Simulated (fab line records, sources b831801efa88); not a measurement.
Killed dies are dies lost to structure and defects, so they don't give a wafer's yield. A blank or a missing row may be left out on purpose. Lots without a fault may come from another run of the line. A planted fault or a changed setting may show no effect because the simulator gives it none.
Which tool did it? | flow sky130 | 11 lots, 33 wafers sampled, at 4 steps of a route of 708

WHAT THE GAUGES READ, wafer by wafer
SKY_PASSIVATION_THK_MEAS_03.
lot  | measured     | on            | PASSIVATION_CVD_02_THK (nm)
L772 | day 44 23:16 | film_metro-04 | 538 540 543
L775 | day 46 00:02 | film_metro-04 | 525 538 538
L776 | day 46 06:57 | film_metro-03 | 537 552 551
L777 | day 46 13:11 | film_metro-02 | 537 532 537
L782 | day 47 16:40 | film_metro-04 | 595 591 603
L783 | day 47 23:27 | film_metro-03 | 586 610 600
L786 | day 48 12:47 | film_metro-02 | 537 548 548
L791 | day 49 16:26 | film_metro-03 | 537 542 551
L790 | day 49 20:04 | film_metro-02 | 550 551 545
L792 | day 49 21:31 | film_metro-04 | 549 548 538
L793 | day 49 22:23 | film_metro-02 | 539 551 536

WHICH TOOL RAN EACH LOT (tool, then ch and the chambers of the sampled wafers, then the start)
lot  | SKY_METAL4_DESCUM_15              | SKY_VIA4_CMP_21               | SKY_PASSIVATION_CVD_02
L772 | rie_metal-02 ch 0,1, day 42 21:06 | cmp-02 ch 0,1,3, day 43 23:22 | pecvd-01 ch 1,2, day 44 23:02
L775 | rie_metal-01 ch 0,1, day 43 23:18 | cmp-02 ch 0,1,2, day 45 00:24 | pecvd-02 ch 0,1, day 45 23:49
L776 | rie_metal-03 ch 0,1, day 44 07:38 | cmp-02 ch 0,1,3, day 45 07:27 | pecvd-04 ch 0,1, day 46 06:37
L777 | rie_metal-02 ch 0,1, day 44 13:41 | cmp-02 ch 1,2,3, day 45 13:56 | pecvd-02 ch 0,1,2, day 46 12:56
L782 | rie_metal-02 ch 0,1, day 45 19:35 | cmp-02 ch 0,2,3, day 46 19:24 | pecvd-01 ch 0,2, day 47 16:26
L783 | rie_metal-01 ch 1, day 46 02:32   | cmp-02 ch 0,2, day 47 02:00   | pecvd-01 ch 0,1,2, day 47 23:13
L786 | rie_metal-03 ch 0,1, day 46 16:53 | cmp-01 ch 0,2,3, day 47 15:41 | pecvd-04 ch 0,2, day 48 12:33
L791 | rie_metal-02 ch 0,1, day 47 22:27 | cmp-02 ch 0,1,3, day 48 20:29 | pecvd-04 ch 0,2, day 49 16:13
L790 | rie_metal-03 ch 0,1, day 48 02:07 | cmp-01 ch 0,3, day 49 00:31   | pecvd-04 ch 0,1,2, day 49 19:49
L792 | rie_metal-01 ch 0,1, day 48 04:23 | cmp-01 ch 1,2, day 49 01:41   | pecvd-04 ch 0,1,2, day 49 21:23
L793 | rie_metal-03 ch 1, day 48 05:14   | cmp-01 ch 1,2, day 49 02:44   | pecvd-04 ch 1,2, day 49 22:09
- SKY_METAL4_DESCUM_15: chemistry O2, time 8 s.
- SKY_VIA4_CMP_21: polishes, stops on SiO2, t overpolish 25 s, target thk 0 nm.
- SKY_PASSIVATION_CVD_02: deposits Si3N4, target thk 540 nm.

THE ANSWER, worked out from the rows above alone
Rule: what is usual is taken from the lots themselves. Put in order of their means at a reading, lots are off if they are a third of the lots or fewer, leave a main group of 4 or more, and stand apart from it by a gap of 3 or more times the standard deviation of the main group's means; of several such gaps the widest counts. A main group whose means are all the same, to the digits that the tables above print for the reading, isn't used. A lot without any number at a reading at which 4 lots or more have one is off too. The other lots that the step has rows for count as sound.
Off: L782, L783, at SKY_PASSIVATION_THK_MEAS_03 (PASSIVATION_CVD_02_THK). The main group: mean 542 nm, standard deviation 4.7.
A tool fits if, at a process step before that reading, it ran every lot that is off, and no sound lot after the first of them. The gauges at SKY_PASSIVATION_THK_MEAS_03 are tried like those tools. One fits: pecvd-01 at SKY_PASSIVATION_CVD_02. Its last sound lot is L772 (day 44 23:02), its first lot that is off L782 (day 47 16:26): a fault that began between those two fits.

WHAT THE SIMULATOR HAD PUT IN
Process parameter drift: pecvd-01, from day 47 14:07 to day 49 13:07, at SKY_PASSIVATION_CVD_02. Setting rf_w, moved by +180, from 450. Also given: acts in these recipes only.
Lots struck among those shown: L782, L783. The rule above found the same.
